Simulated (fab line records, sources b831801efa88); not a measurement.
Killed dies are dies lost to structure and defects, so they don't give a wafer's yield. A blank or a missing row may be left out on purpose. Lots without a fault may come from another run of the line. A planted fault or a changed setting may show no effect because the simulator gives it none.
fab line records | flow gf180mcu
record lots=5 wafers=15 last_day=34
route steps=602 shown M2@371 V2@382
lots that met no fault: from a run of the same line without faults
start_h: hours from the record's first day to the start of the lot's first wafer shown | wait_h: hours since the lot's step before | " the same as in the row above | L1.1+2: a row that stands for several wafers | - no value, or no start given | * or withheld: withheld | < > ~ a bound
route shown NAME@n: a module of which the file shows steps, and the number in the route of the first | usual: mean/standard deviation of fault-free wafers | same: alike in all rows | chamber/n: place in a boat | sites: the reading at each site | _std_site: their standard deviation | _edge_site: outer sites' mean less inner sites' | radius_mm: how far each site lies from the wafer's centre | mask NAME#n: copy n | behind: the tool/chamber that last shaped the wafer | hold: why the lot was held/for how many hours/how that ended | device: the transistor (n, p or np) that didn't switch | end of line: the same wafers' tests at the end of the route | a step without rows: its recipe alone | killed: dies lost to structure and defects at the first sort, not the wafer's yield | map: a wafer's dies, x killed, . not, _ none there
set.NAME: the setting as run; set.NAME@STEP: as run at that earlier step | model.NAME: the simulator's own value behind a step, which no gauge read
lots at some steps of the route; a table a step, a row a wafer
services: from which hour (start_h, from the record's first day; less than 0 if before it) a tool's chamber was out of use, for how many hours, and why
## steps
# step GF_M2_COAT_09
# recipe resist=KrF spin_rpm=withheld resist_thk_nm=1000
# columns lot.wafer tool chamber start_h wait_h
L075.1+3+4 litho_track-03 0 436.70 0.1
L077.1+2+4 litho_track-01 0 460.99 0.1
L079.2+3+4 litho_track-03 0 479.67 0.1
L090.1+4+5 litho_track-02 0 571.16 0.1
L097.3+5+6 litho_track-02 0 623.31 0.1
# step GF_M2_SOFTBAKE_10
# recipe temp_c=130 time_s=60 resist=KrF
# usual plate_temp_C=129.96/0.15
# columns lot.wafer tool chamber start_h wait_h plate_temp_C
L075.1 litho_track-03 0 436.85 0.1 130.05
L075.3 " 0 " " 130.05
L075.4 " 0 " " 130.09
L077.1 litho_track-01 0 461.14 0.1 129.90
L077.2 " 0 " " 130.11
L077.4 " 0 " " 129.98
L079.2 litho_track-03 0 479.82 0.1 130.03
L079.3 " 0 " " 129.89
L079.4 " 0 " " 130.12
L090.1 litho_track-02 0 571.31 0.1 130.01
L090.4 " 0 " " 130.08
L090.5 " 0 " " 129.94
L097.3 litho_track-02 0 623.46 0.1 129.93
L097.5 " 0 " " 129.99
L097.6 " 0 " " 129.93
# step GF_M2_EXPOSE_11
# recipe mask_id=Metal2 target_cd_nm=280 na=0.68 source_shape=conventional sigma_outer=0.6 dose_mj=28
# usual stage_vel_mm_s=500.04/0.22
# columns lot.wafer tool chamber start_h wait_h mask stage_vel_mm_s
L075.1 krf_scanner-01 0 - - Metal2#0 500.24
L075.3 " 0 " " Metal2#0 500.08
L075.4 " 0 " " Metal2#0 500.25
L077.1 krf_scanner-02 0 - - Metal2#0 499.90
L077.2 " 0 " " Metal2#0 500.45
L077.4 " 0 " " Metal2#0 499.78
L079.2 krf_scanner-01 0 - - Metal2#0 500.12
L079.3 " 0 " " Metal2#0 499.90
L079.4 " 0 " " Metal2#0 500.19
L090.1 krf_scanner-01 0 - - Metal2#0 500.00
L090.4 " 0 " " Metal2#0 499.97
L090.5 " 0 " " Metal2#0 499.78
L097.3 krf_scanner-02 0 - - Metal2#0 500.39
L097.5 " 0 " " Metal2#0 500.06
L097.6 " 0 " " Metal2#0 499.93
# step GF_M2_PEB_12
# recipe peb_temp_c=135 peb_time_s=90 resist=KrF
# usual plate_temp_C=135.04/0.14
# columns lot.wafer tool chamber start_h wait_h plate_temp_C
L075.1 litho_track-01 0 - - 134.74
L075.3 " 0 " " 134.76
L075.4 " 0 " " 134.80
L077.1 litho_track-03 0 - - 134.87
L077.2 " 0 " " 135.11
L077.4 " 0 " " 134.82
L079.2 litho_track-01 0 - - 134.90
L079.3 " 0 " " 134.98
L079.4 " 0 " " 135.06
L090.1 litho_track-02 0 - - 134.91
L090.4 " 0 " " 134.98
L090.5 " 0 " " 135.12
L097.3 litho_track-01 0 - - 135.06
L097.5 " 0 " " 134.91
L097.6 " 0 " " 134.97
# step GF_M2_DEVELOP_13
# recipe develop_time_s=60 dev_temp_c=21
# columns lot.wafer tool chamber start_h wait_h
L075.1+3+4 litho_track-01 0 449.89 0.2
L077.1+2+4 litho_track-03 0 473.50 0.2
L079.2+3+4 litho_track-01 0 491.51 0.2
L090.1+4+5 litho_track-02 0 582.46 0.2
L097.3+5+6 litho_track-01 0 633.64 0.1
# step GF_M2_CD_MEAS_14
# recipe target_cd_nm=280
# usual cd_nm=280.1/1.2
# columns lot.wafer tool chamber start_h wait_h cd_nm
L075.1 cd_sem-01 - 450.04 0.1 279.6
L075.3 " - " " 279.1
L075.4 " - " " 279.5
L077.1 cd_sem-01 - 473.65 0.1 279.8
L077.2 " - " " 280.0
L077.4 " - " " 280.2
L079.2 cd_sem-02 - 491.66 0.1 281.3
L079.3 " - " " 280.4
L079.4 " - " " 280.9
L090.1 cd_sem-01 - 582.61 0.1 279.9
L090.4 " - " " 280.8
L090.5 " - " " 280.9
L097.3 cd_sem-02 - 633.78 0.1 279.8
L097.5 " - " " 279.5
L097.6 " - " " 279.1
# step GF_M2_OVL_MEAS_15
# usual M2_OVL=0/4.3
# columns lot.wafer tool chamber start_h wait_h M2_OVL[nm]
L075.1 overlay-02 - 450.16 0.1 -3
L075.3 " - " " 2
L075.4 " - " " -10
L077.1 overlay-02 - 473.77 0.1 4
L077.2 " - " " 4
L077.4 " - " " 3
L079.2 overlay-02 - 491.77 0.1 0
L079.3 " - " " -6
L079.4 " - " " 3
L090.1 overlay-02 - 582.73 0.1 -2
L090.4 " - " " -2
L090.5 " - " " -2
L097.3 overlay-02 - 633.87 0.1 -4
L097.5 " - " " 3
L097.6 " - " " 4
# step GF_M2_METAL_ETCH_16
# recipe chemistry=Cl2/BCl3 mask_material=KrF target_depth_nm=627.5 stop_on=SiO2 pressure_mtorr=8 icp_w=800 bias_w=140 Cl2_flow_sccm=80 bcl3_flow_sccm=40 time_s=104.6
# usual drypump_motor_current_A=5.5/0.36 oes_product_au=0.969/0.0068 throttle_valve_pct=28.252/0.011
# columns lot.wafer tool chamber start_h wait_h drypump_motor_current_A oes_product_au rf_hours_counter_h throttle_valve_pct
L075.1 rie_metal-04 0 450.20 0.0 5.1 0.974 10 28.262
L075.3 " 1 " " 5.6 0.973 - 28.234
L075.4 " 0 " " 5.1 0.971 - 28.247
L077.1 rie_metal-03 0 473.80 0.0 5.7 0.963 11 28.248
L077.2 " 0 " " 5.8 0.971 - 28.250
L077.4 " 0 " " 5.7 0.973 - 28.241
L079.2 rie_metal-01 0 491.83 0.1 5.4 0.965 - 28.266
L079.3 " 0 " " 5.4 0.976 - 28.253
L079.4 " 0 " " 5.4 0.968 - 28.256
L090.1 rie_metal-04 1 582.77 0.0 5.6 0.979 8 28.230
L090.4 " 1 " " 5.6 0.966 - 28.242
L090.5 " 1 " " 5.6 0.973 - 28.236
L097.3 rie_metal-01 0 633.93 0.1 5.4 0.961 - 28.273
L097.5 " 0 " " 5.5 0.968 - 28.239
L097.6 " 1 " " 6.1 0.970 - 28.263
# step GF_M2_STRIP_17
# recipe chemistry=O2/N2 power_w=1400 pressure_mtorr=1500 platen_temp_c=250 o2_flow_sccm=3000 n2_flow_sccm=300 overash_fraction=0.5
# usual drypump_motor_current_A=5.9/0.43 heater_power_w=321/37 oes_product_au=0.558/0.0048 platen_temp_c=250.03/0.17 strip_time_to_endpoint_s=7.88/0.044
# columns lot.wafer tool chamber start_h wait_h drypump_motor_current_A heater_power_w oes_product_au platen_temp_c rf_hours_counter_h strip_time_to_endpoint_s
L075.1 plasma_asher-04 1 450.31 0.1 6.6 359 0.559 250.05 2 7.95
L075.3 " 0 " " 5.1 317 0.564 249.70 - 7.88
L075.4 " 1 " " 6.6 364 0.567 249.86 - 7.98
L077.1 plasma_asher-02 1 474.03 0.2 5.9 339 0.550 250.18 70 7.83
L077.2 " 0 " " 6.2 367 0.559 249.90 70 7.82
L077.4 " 0 " " 6.2 372 0.555 250.12 - 7.81
L079.2 plasma_asher-02 0 492.02 0.1 6.2 378 0.553 250.02 72 7.95
L079.3 " 1 " " 5.9 338 0.561 249.95 - 7.93
L079.4 " 0 " " 6.2 378 0.559 250.00 - 7.95
L090.1 plasma_asher-03 0 582.88 0.1 6.0 323 0.543 249.89 95 7.81
L090.4 " 1 " " 5.8 263 0.552 250.23 - 7.82
L090.5 " 1 " " 5.8 258 0.553 250.31 - 7.80
L097.3 plasma_asher-04 1 634.04 0.1 6.6 352 0.568 250.05 - 7.94
L097.5 " 0 " " 5.1 312 0.567 250.04 - 7.90
L097.6 " 1 " " 6.6 349 0.560 249.79 - 7.93
# step GF_M2_STRIP_18
# recipe chemistry=post_etch_residue_remover time_s=1200 temp_c=72.5
# columns lot.wafer tool chamber start_h wait_h
L075.1+3+4 wet_bench-04 1 450.41 0.1
L077.1+2+4 wet_bench-04 0 474.13 0.1
L079.2+3+4 wet_bench-04 2 492.12 0.1
L090.1+4+5 wet_bench-04 3 582.98 0.1
L097.3+5+6 wet_bench-01 1 634.11 0.0
# step GF_M2_CLEAN_19
# recipe chemistry=DIW dry=n2_spin
# columns lot.wafer tool chamber start_h wait_h
L075.1+3+4 wet_bench-01 3 450.75 0.0
L077.1+2+4 wet_bench-01 0 474.50 0.0
L079.2+3+4 wet_bench-01 1 492.49 0.0
L090.1+4+5 wet_bench-01 3 583.32 0.0
L097.3+5+6 wet_bench-04 0 634.79 0.0
# step GF_V2_CVD_00
# recipe material=SiO2 target_thk_nm=600 sigma_open_frac=0.3 temp_c=400 time_s=100 sih4_flow_sccm=60 pressure_mtorr=6
# columns lot.wafer tool chamber start_h wait_h
L075.1+3+4 hdpcvd-02 2,1,0 450.95 0.0
L077.1+2+4 hdpcvd-01 1,2,1 474.68 0.0
L079.2+3+4 hdpcvd-01 2,1,0 492.58 0.0
L090.1+4+5 hdpcvd-02 2,0,2 583.41 0.0
L097.3+5+6 hdpcvd-01 1,1,0 634.88 0.0
# step GF_V2_THK_MEAS_01
# recipe reads=SiO2_of_V2_CVD_00
# usual V2_CVD_00_THK=601/8.2
# columns lot.wafer tool chamber start_h wait_h V2_CVD_00_THK[nm]
L075.1 film_metro-03 - 451.02 0.0 591
L075.3 " - " " 601
L075.4 " - " " 595
L077.1 film_metro-03 - 474.76 0.0 613
L077.2 " - " " 609
L077.4 " - " " 615
L079.2 film_metro-04 - 492.67 0.0 602
L079.3 " - " " 611
L079.4 " - " " 596
L090.1 film_metro-04 - 583.49 0.0 602
L090.4 " - " " 611
L090.5 " - " " 604
L097.3 film_metro-03 - 635.03 0.1 606
L097.5 " - " " 608
L097.6 " - " " 602
# step GF_V2_CVD_02
# recipe material=SiO2 target_thk_nm=850 precursor=TEOS temp_c=400 time_s=94.851 rf_w=600
# usual heater_power_w=669/82
# columns lot.wafer tool chamber start_h wait_h heater_power_w
L075.1 pecvd-03 1 451.08 0.1 754
L075.3 " 0 " " 729
L075.4 " 0 " " 612
L077.1 pecvd-03 2 474.82 0.1 542
L077.2 " 1 " " 746
L077.4 " 1 " " 805
L079.2 pecvd-03 0 492.72 0.0 629
L079.3 " 2 " " 618
L079.4 " 2 " " 660
L090.1 pecvd-03 1 583.55 0.1 710
L090.4 " 0 " " 659
L090.5 " 1 " " 782
L097.3 pecvd-03 1 635.07 0.0 695
L097.5 " 0 " " 710
L097.6 " 2 " " 522
# step GF_V2_THK_MEAS_03
# recipe reads=SiO2_of_V2_CVD_02
# usual V2_CVD_02_THK=848/13
# columns lot.wafer tool chamber start_h wait_h V2_CVD_02_THK[nm]
L075.1 film_metro-02 - 451.15 0.0 849
L075.3 " - " " 823
L075.4 " - " " 836
L077.1 film_metro-03 - 474.89 0.0 844
L077.2 " - " " 843
L077.4 " - " " 863
L079.2 film_metro-03 - 492.80 0.0 818
L079.3 " - " " 838
L079.4 " - " " 846
L090.1 film_metro-02 - 583.62 0.0 844
L090.4 " - " " 860
L090.5 " - " " 856
L097.3 film_metro-04 - 635.16 0.1 852
L097.5 " - " " 865
L097.6 " - " " 875
# step GF_V2_CMP_04
# recipe material=SiO2 down_force_psi=4 platen_rpm=60 pad_velocity_m_s=0.94248
# usual head_pressure_psi=4.000/0.0084 motor_current_A=12.4/1.2 time_to_endpoint_s=78/6.4
# columns lot.wafer tool chamber start_h wait_h head_pressure_psi motor_current_A time_to_endpoint_s
L075.1 cmp-01 0 451.37 0.2 4.003 11.7 80
L075.3 " 1 " " 3.992 13.5 81
L075.4 " 2 " " 3.984 10.2 75
L077.1 cmp-02 1 474.95 0.1 4.000 13.5 74
L077.4 " 3 " " 4.005 12.6 81
L077.2 " 0 " " 3.994 14.4 76
L079.4 cmp-01 1 492.85 0.0 4.018 14.1 85
L079.2 " 2 " " 4.013 10.5 65
L079.3 " 3 " " 4.017 10.8 76
L090.4 cmp-02 1 583.73 0.1 3.981 13.7 86
L090.1 " 3 " " 3.978 12.5 78
L090.5 " 0 " " 4.001 13.8 90
L097.3 cmp-02 0 635.30 0.1 4.005 13.7 80
L097.6 " 2 " " 3.994 11.7 83
L097.5 " 3 " " 4.011 11.9 80
# step GF_V2_BOW_MEAS_05
# recipe mode=bow
# usual V2_BOW=98/7.3
# columns lot.wafer tool chamber start_h wait_h V2_BOW[um]
L075.1 film_metro-02 - 451.62 0.2 95
L075.3 " - " " 113
L075.4 " - " " 82
L077.1 film_metro-03 - 475.25 0.2 98
L077.2 " - " " 96
L077.4 " - " " 103
L079.2 film_metro-04 - 493.17 0.2 99
L079.3 " - " " 93
L079.4 " - " " 74
L090.1 film_metro-04 - 583.98 0.1 98
L090.4 " - " " 101
L090.5 " - " " 100
L097.3 film_metro-03 - 635.54 0.2 99
L097.5 " - " " 100
L097.6 " - " " 95
# step GF_V2_DEHYDRATE_06
# recipe temp_c=200 time_s=60
# usual plate_temp_C=200.00/0.15
# columns lot.wafer tool chamber start_h wait_h plate_temp_C
L075.1 litho_track-04 0 463.02 11.4 200.08
L075.3 " 0 " " 199.92
L075.4 " 0 " " 199.96
L077.1 litho_track-01 0 486.54 11.3 200.22
L077.2 " 0 " " 200.16
L077.4 " 0 " " 199.98
L079.2 litho_track-03 0 504.47 11.3 199.97
L079.3 " 0 " " 200.13
L079.4 " 0 " " 200.27
L090.1 litho_track-03 0 593.80 9.8 200.02
L090.4 " 0 " " 199.91
L090.5 " 0 " " 199.96
L097.3 litho_track-01 0 644.99 9.4 200.10
L097.5 " 0 " " 200.14
L097.6 " 0 " " 200.07
# step GF_V2_HMDS_07
# recipe prime_time_s=60 prime_temp_c=120
# columns lot.wafer tool chamber start_h wait_h
L075.1+3+4 litho_track-04 0 463.17 0.1
L077.1+2+4 litho_track-01 0 486.69 0.1
L079.2+3+4 litho_track-03 0 504.62 0.1
L090.1+4+5 litho_track-03 0 593.95 0.1
L097.3+5+6 litho_track-01 0 645.14 0.1
# step GF_V2_COAT_08
# recipe resist=BARC temp_c=withheld time_s=withheld spin_rpm=withheld resist_thk_nm=withheld
# columns lot.wafer tool chamber start_h wait_h
L075.1+3+4 litho_track-04 0 463.32 0.1
L077.1+2+4 litho_track-01 0 486.84 0.1
L079.2+3+4 litho_track-03 0 504.77 0.1
L090.1+4+5 litho_track-03 0 594.10 0.1
L097.3+5+6 litho_track-01 0 645.29 0.1
# step GF_V2_COAT_09
# recipe resist=KrF spin_rpm=withheld resist_thk_nm=1000
# columns lot.wafer tool chamber start_h wait_h
L075.1+3+4 litho_track-04 0 - -
L077.1+2+4 litho_track-01 0 - -
L079.2+3+4 litho_track-03 0 - -
L090.1+4+5 litho_track-03 0 - -
L097.3+5+6 litho_track-01 0 - -
# step GF_V2_SOFTBAKE_10
# recipe temp_c=130 time_s=60 resist=KrF
# usual plate_temp_C=130.02/0.13
# columns lot.wafer tool chamber start_h wait_h plate_temp_C
L075.1 litho_track-04 0 - - 130.21
L075.3 " 0 " " 129.96
L075.4 " 0 " " 130.06
L077.1 litho_track-01 0 - - 130.18
L077.2 " 0 " " 130.19
L077.4 " 0 " " 130.08
L079.2 litho_track-03 0 - - 130.00
L079.3 " 0 " " 129.96
L079.4 " 0 " " 129.97
L090.1 litho_track-03 0 - - 129.94
L090.4 " 0 " " 129.86
L090.5 " 0 " " 130.07
L097.3 litho_track-01 0 - - 130.09
L097.5 " 0 " " 130.37
L097.6 " 0 " " 130.36
# step GF_V2_EXPOSE_11
# recipe mask_id=Via2 target_cd_nm=260 na=0.68 source_shape=conventional sigma_outer=0.6 dose_mj=38
# usual stage_vel_mm_s=500.00/0.25
# columns lot.wafer tool chamber start_h wait_h mask stage_vel_mm_s
L075.1 krf_scanner-02 0 - - Via2#0 500.16
L075.3 " 0 " " Via2#0 499.97
L075.4 " 0 " " Via2#0 499.79
L077.1 krf_scanner-02 0 - - Via2#0 499.91
L077.2 " 0 " " Via2#0 500.08
L077.4 " 0 " " Via2#0 499.93
L079.2 krf_scanner-01 0 - - Via2#0 499.89
L079.3 " 0 " " Via2#0 499.97
L079.4 " 0 " " Via2#0 499.95
L090.1 krf_scanner-01 0 - - Via2#0 500.12
L090.4 " 0 " " Via2#0 499.79
L090.5 " 0 " " Via2#0 500.32
L097.3 krf_scanner-02 0 - - Via2#0 499.63
L097.5 " 0 " " Via2#0 499.84
L097.6 " 0 " " Via2#0 499.76
# step GF_V2_PEB_12
# recipe peb_temp_c=135 peb_time_s=90 resist=KrF
# usual plate_temp_C=134.99/0.12
# columns lot.wafer tool chamber start_h wait_h plate_temp_C
L075.1 litho_track-01 0 - - 135.17
L075.3 " 0 " " 135.01
L075.4 " 0 " " 134.94
L077.1 litho_track-01 0 - - 134.97
L077.2 " 0 " " 134.83
L077.4 " 0 " " 135.01
L079.2 litho_track-03 0 - - 134.90
L079.3 " 0 " " 134.97
L079.4 " 0 " " 135.22
L090.1 litho_track-03 0 - - 134.90
L090.4 " 0 " " 134.78
L090.5 " 0 " " 134.95
L097.3 litho_track-03 0 - - 134.82
L097.5 " 0 " " 134.93
L097.6 " 0 " " 135.12
# step GF_V2_DEVELOP_13
# recipe develop_time_s=60 resist=KrF dev_temp_c=21
# columns lot.wafer tool chamber start_h wait_h
L075.1+3+4 litho_track-01 0 476.84 0.2
L077.1+2+4 litho_track-01 0 499.34 0.2
L079.2+3+4 litho_track-03 0 516.92 0.2
L090.1+4+5 litho_track-03 0 605.10 0.2
L097.3+5+6 litho_track-03 0 655.60 0.1
# step GF_V2_CD_MEAS_14
# recipe target_cd_nm=260
# usual cd_nm=260.2/1.4
# columns lot.wafer tool chamber start_h wait_h cd_nm
L075.1 cd_sem-01 - 476.99 0.1 259.2
L075.3 " - " " 258.9
L075.4 " - " " 258.0
L077.1 cd_sem-02 - 499.49 0.1 259.7
L077.2 " - " " 260.5
L077.4 " - " " 261.3
L079.2 cd_sem-01 - 517.07 0.1 259.7
L079.3 " - " " 258.9
L079.4 " - " " 259.2
L090.1 cd_sem-02 - 605.25 0.1 259.6
L090.4 " - " " 260.0
L090.5 " - " " 259.6
L097.3 cd_sem-01 - 655.74 0.1 260.3
L097.5 " - " " 260.0
L097.6 " - " " 259.9
# step GF_V2_OVL_MEAS_15
# usual V2_OVL=3/4.8
# columns lot.wafer tool chamber start_h wait_h V2_OVL[nm]
L075.1 overlay-02 - 477.11 0.1 7
L075.3 " - " " 5
L075.4 " - " " 6
L077.1 overlay-01 - 499.61 0.1 -1
L077.2 " - " " 1
L077.4 " - " " -2
L079.2 overlay-01 - 517.17 0.1 12
L079.3 " - " " 11
L079.4 " - " " 14
L090.1 overlay-01 - 605.37 0.1 4
L090.4 " - " " 9
L090.5 " - " " 9
L097.3 overlay-01 - 655.83 0.1 -2
L097.5 " - " " 5
L097.6 " - " " 0
# step GF_V2_ETCH_16
# recipe chemistry=N2/H2 target_depth_a=withheld overetch_a=withheld time_s=withheld target=BARC ion_energy_ev=200 source_w=500 bias_w=100 pressure_mtorr=30 n2_flow_sccm=100 h2_flow_sccm=200
# usual drypump_motor_current_A=5.4/0.44 oes_product_au=0.855/0.0049 throttle_valve_pct=13.224/0.0092
# columns lot.wafer tool chamber start_h wait_h drypump_motor_current_A oes_product_au throttle_valve_pct
L075.1 rie_diel-02 3 477.15 0.0 4.8 0.854 13.222
L075.3 " 2 " " 5.1 0.849 13.229
L075.4 " 0 " " 5.5 0.844 13.240
L077.1 rie_diel-01 2 499.65 0.0 5.6 0.861 13.218
L077.2 " 3 " " 5.5 0.860 13.213
L077.4 " 0 " " 6.5 0.857 13.236
L079.2 rie_diel-01 1 517.20 0.0 5.3 0.848 13.232
L079.3 " 2 " " 5.6 0.854 13.215
L079.4 " 0 " " 6.5 0.856 13.206
L090.1 rie_diel-04 3 605.40 0.0 5.6 0.858 13.224
L090.4 " 1 " " 5.3 0.860 13.227
L090.5 " 0 " " 5.5 0.860 13.215
L097.3 rie_diel-02 3 655.85 0.0 4.7 0.852 13.227
L097.5 " 1 " " 5.0 0.859 13.224
L097.6 " 2 " " 5.0 0.865 13.219
# step GF_V2_ETCH_17
# recipe chemistry=C4F8/O2/Ar mask_material=KrF target=SiO2 stop_on=TiN source_w=1500 bias_w=1200 pressure_mtorr=40 c4f8_flow_sccm=withheld O2_flow_sccm=6 Ar_flow_sccm=300 time_s=withheld target_depth_a=6300
# usual oes_product_au=0.855/0.0044
# columns lot.wafer tool chamber start_h wait_h oes_product_au
L075.1 rie_diel-02 3 - - 0.855
L075.3 " 2 " " 0.854
L075.4 " 0 " " 0.851
L077.1 rie_diel-01 2 - - 0.859
L077.2 " 3 " " 0.861
L077.4 " 0 " " 0.854
L079.2 rie_diel-01 1 - - 0.853
L079.3 " 2 " " 0.859
L079.4 " 0 " " 0.851
L090.1 rie_diel-04 3 - - 0.856
L090.4 " 1 " " 0.858
L090.5 " 0 " " 0.856
L097.3 rie_diel-02 3 - - 0.857
L097.5 " 1 " " 0.850
L097.6 " 2 " " 0.847
# step GF_V2_STRIP_18
# recipe chemistry=O2/N2 power_w=1400 pressure_mtorr=1500 platen_temp_c=250 o2_flow_sccm=3000 n2_flow_sccm=300 overash_fraction=0.5
# usual drypump_motor_current_A=5.6/0.51 heater_power_w=316/27 oes_product_au=0.593/0.0053 platen_temp_c=249.98/0.19
# columns lot.wafer tool chamber start_h wait_h drypump_motor_current_A heater_power_w oes_product_au platen_temp_c rf_hours_counter_h
L075.1 plasma_asher-01 1 477.27 - 5.3 321 0.595 249.97 31
L075.3 " 0 " " 5.2 330 0.593 249.78 -
L075.4 " 1 " " 5.3 319 0.610 250.25 -
L077.1 plasma_asher-03 0 499.77 - 6.0 322 0.586 250.22 87
L077.2 " 1 " " 5.9 259 0.597 249.88 87
L077.4 " 0 " " 6.0 320 0.599 250.24 -
L079.2 plasma_asher-03 0 517.33 - 6.0 323 0.602 249.88 89
L079.3 " 1 " " 5.9 259 0.589 250.18 -
L079.4 " 0 " " 6.0 321 0.598 250.06 -
L090.1 plasma_asher-04 0 605.53 - 5.1 319 0.598 249.86 20
L090.4 " 0 " " 5.1 306 0.595 250.07 -
L090.5 " 0 " " 5.1 310 0.596 250.15 -
L097.3 plasma_asher-03 0 656.01 - 6.0 319 0.596 249.90 -
L097.5 " 1 " " 5.8 259 0.594 249.94 -
L097.6 " 0 " " 6.0 314 0.595 250.02 -
# step GF_V2_STRIP_19
# recipe chemistry=post_etch_residue_remover time_s=1200 temp_c=72.5
# columns lot.wafer tool chamber start_h wait_h
L075.1+3+4 wet_bench-03 3 477.37 0.1
L077.1+2+4 wet_bench-03 0 499.87 0.1
L079.2+3+4 wet_bench-02 2 517.43 0.1
L090.1+4+5 wet_bench-01 1 605.63 0.1
L097.3+5+6 wet_bench-01 3 656.08 0.0
# step GF_V2_CLEAN_20
# recipe chemistry=DIW dry=n2_spin
# columns lot.wafer tool chamber start_h wait_h
L075.1+3+4 wet_bench-02 3 477.72 0.0
L077.1+2+4 wet_bench-01 1 500.22 0.0
L079.2+3+4 wet_bench-03 0 517.77 0.0
L090.1+4+5 wet_bench-03 0 605.97 0.0
L097.3+5+6 wet_bench-03 0 656.83 0.0
# step GF_V2_SPUTTER_21
# recipe material=Ti target_thk_nm=15 chamber_pressure_pa=5 power_w=2500 substrate_temp_c=200 time_s=80.02
# usual throttle_valve_pct=30.6/0.86
# columns lot.wafer tool chamber start_h wait_h throttle_valve_pct
L075.1 pvd_sputter-04 - 477.82 0.0 30.7
L075.3 " - " " 30.3
L075.4 " - " " 30.1
L077.1 pvd_sputter-04 - 500.31 0.0 30.6
L077.2 " - " " 30.6
L077.4 " - " " 30.3
L079.2 pvd_sputter-04 - 517.87 0.0 30.5
L079.3 " - " " 30.7
L079.4 " - " " 31.0
L090.1 pvd_sputter-01 - 606.06 0.0 30.6
L090.4 " - " " 30.3
L090.5 " - " " 30.3
L097.3 pvd_sputter-01 - 656.92 0.0 30.8
L097.5 " - " " 30.5
L097.6 " - " " 30.5
# step GF_V2_SPUTTER_22
# recipe material=TiN target_thk_nm=10 chamber_pressure_pa=5 power_w=4000 time_s=40
# usual throttle_valve_pct=30.6/0.88
# columns lot.wafer tool chamber start_h wait_h throttle_valve_pct
L075.1 pvd_sputter-04 - 477.88 0.0 30.5
L075.3 " - " " 30.7
L075.4 " - " " 30.0
L077.1 pvd_sputter-04 - 500.37 0.0 30.5
L077.2 " - " " 30.8
L077.4 " - " " 30.3
L079.2 pvd_sputter-04 - 517.93 0.0 30.7
L079.3 " - " " 30.7
L079.4 " - " " 31.1
L090.1 pvd_sputter-01 - 606.13 0.0 30.3
L090.4 " - " " 30.0
L090.5 " - " " 30.3
L097.3 pvd_sputter-01 - 656.98 0.0 30.6
L097.5 " - " " 30.6
L097.6 " - " " 30.6
# step GF_V2_CVD_23
# recipe material=W target_thk_nm=350 time_s=104.94 temp_c=400 pressure_torr=40
# usual heater_power_w=875/93
# columns lot.wafer tool chamber start_h wait_h heater_power_w
L075.1 cvd_w-01 0 477.92 0.0 902
L075.3 " 1 " " 710
L075.4 " 0 " " 926
L077.1 cvd_w-02 0 500.41 0.0 858
L077.2 " 1 " " 982
L077.4 " 1 " " 985
L079.2 cvd_w-02 0 517.97 0.0 881
L079.3 " 1 " " 972
L079.4 " 0 " " 847
L090.1 cvd_w-02 1 606.16 0.0 1000
L090.4 " 0 " " 875
L090.5 " 0 " " 874
L097.3 cvd_w-01 1 657.06 0.1 756
L097.5 " 1 " " 732
L097.6 " 0 " " 939
# step GF_V2_RS_MEAS_24
# recipe thk_meas_gauge=four-point-probe reads=W_of_V2_CVD_23+TiN_of_V2_SPUTTER_22+Ti_of_V2_SPUTTER_21
# usual V2_W_RS=0.326/0.0052
# columns lot.wafer tool chamber start_h wait_h V2_W_RS[ohm/sq]
L075.1 film_metro-03 - 478.03 0.1 0.329
L075.3 " - " " 0.327
L075.4 " - " " 0.330
L077.1 film_metro-03 - 500.52 0.1 0.333
L077.2 " - " " 0.317
L077.4 " - " " 0.317
L079.2 film_metro-03 - 518.10 0.1 0.333
L079.3 " - " " 0.325
L079.4 " - " " 0.334
L090.1 film_metro-03 - 606.28 0.1 0.318
L090.4 " - " " 0.331
L090.5 " - " " 0.332
L097.3 film_metro-03 - 657.17 0.1 0.322
L097.5 " - " " 0.325
L097.6 " - " " 0.319
# step GF_V2_THK_MEAS_25
# recipe thk_meas_gauge=xrf reads=W_of_V2_CVD_23
# usual V2_W_THK=341/6.3
# columns lot.wafer tool chamber start_h wait_h V2_W_THK[nm]
L075.1 film_metro-03 - 478.15 0.1 342
L075.3 " - " " 340
L075.4 " - " " 339
L077.1 film_metro-03 - 500.64 0.1 334
L077.2 " - " " 351
L077.4 " - " " 351
L079.2 film_metro-03 - 518.21 0.1 334
L079.3 " - " " 344
L079.4 " - " " 335
L090.1 film_metro-03 - 606.40 0.1 351
L090.4 " - " " 338
L090.5 " - " " 340
L097.3 film_metro-03 - 657.27 0.1 348
L097.5 " - " " 346
L097.6 " - " " 355
# step GF_V2_CMP_26
# recipe stop_on=SiO2 down_force_psi=3.5 platen_rpm=60 t_overpolish_s=15 target_thk_nm=0 pad_velocity_m_s=0.94248
# usual head_pressure_psi=3.502/0.0069 motor_current_A=11.1/1.2 overpolish_run_s=15.001/0.0089 time_to_endpoint_s=86/4.8
# columns lot.wafer tool chamber start_h wait_h head_pressure_psi motor_current_A overpolish_run_s time_to_endpoint_s
L075.3 cmp-01 0 478.21 0.0 3.504 11.1 15.017 82
L075.4 " 1 " " 3.509 12.6 15.016 90
L075.1 " 2 " " 3.506 10.1 14.996 82
L077.1 cmp-01 2 500.75 0.1 3.493 9.4 14.993 79
L077.2 " 3 " " 3.500 10.0 15.005 84
L077.4 " 0 " " 3.502 10.6 15.007 85
L079.3 cmp-01 3 518.26 0.0 3.486 9.7 15.006 87
L079.2 " 1 " " 3.510 12.5 15.007 87
L079.4 " 2 " " 3.503 9.3 14.986 82
L090.1 cmp-01 3 606.51 0.1 3.503 10.5 14.985 92
L090.4 " 0 " " 3.505 10.7 15.002 86
L090.5 " 2 " " 3.491 9.3 14.999 84
L097.3 cmp-01 0 657.36 0.1 3.503 11.2 15.003 88
L097.5 " 3 " " 3.496 9.6 15.005 87
L097.6 " 0 " " 3.499 11.1 14.989 91
## services
# columns tool chamber start_h hours kind
krf_scanner-01 - 419.47 0.6 repair
pecvd-03 - 422.03 1.7 repair
krf_scanner-02 - 437.52 1.0 pm
krf_scanner-01 - 444.69 1.5 repair
krf_scanner-02 - 451.49 0.8 pm
krf_scanner-01 - 476.39 1.3 pm
cmp-01 - 490.02 2.7 repair
krf_scanner-01 - 507.61 0.3 repair
krf_scanner-01 - 510.10 3.6 pm
wet_bench-04 - 526.89 1.0 repair
krf_scanner-01 - 532.22 0.8 pm
pecvd-03 - 537.38 5.3 repair
krf_scanner-01 - 563.27 1.0 pm
krf_scanner-02 - 566.72 1.3 pm
pecvd-03 - 567.87 0.5 repair
wet_bench-04 - 571.21 4.4 pm
cmp-01 - 572.27 4.0 pm
krf_scanner-02 - 576.64 0.1 repair
cmp-01 - 580.27 1.1 repair
cmp-01 - 590.63 12.9 pm
cmp-01 - 607.34 0.7 repair
cmp-01 - 622.06 5.3 repair
cmp-01 - 650.45 1.9 repair
cmp-01 - 656.19 1.1 repair
## key
fault none
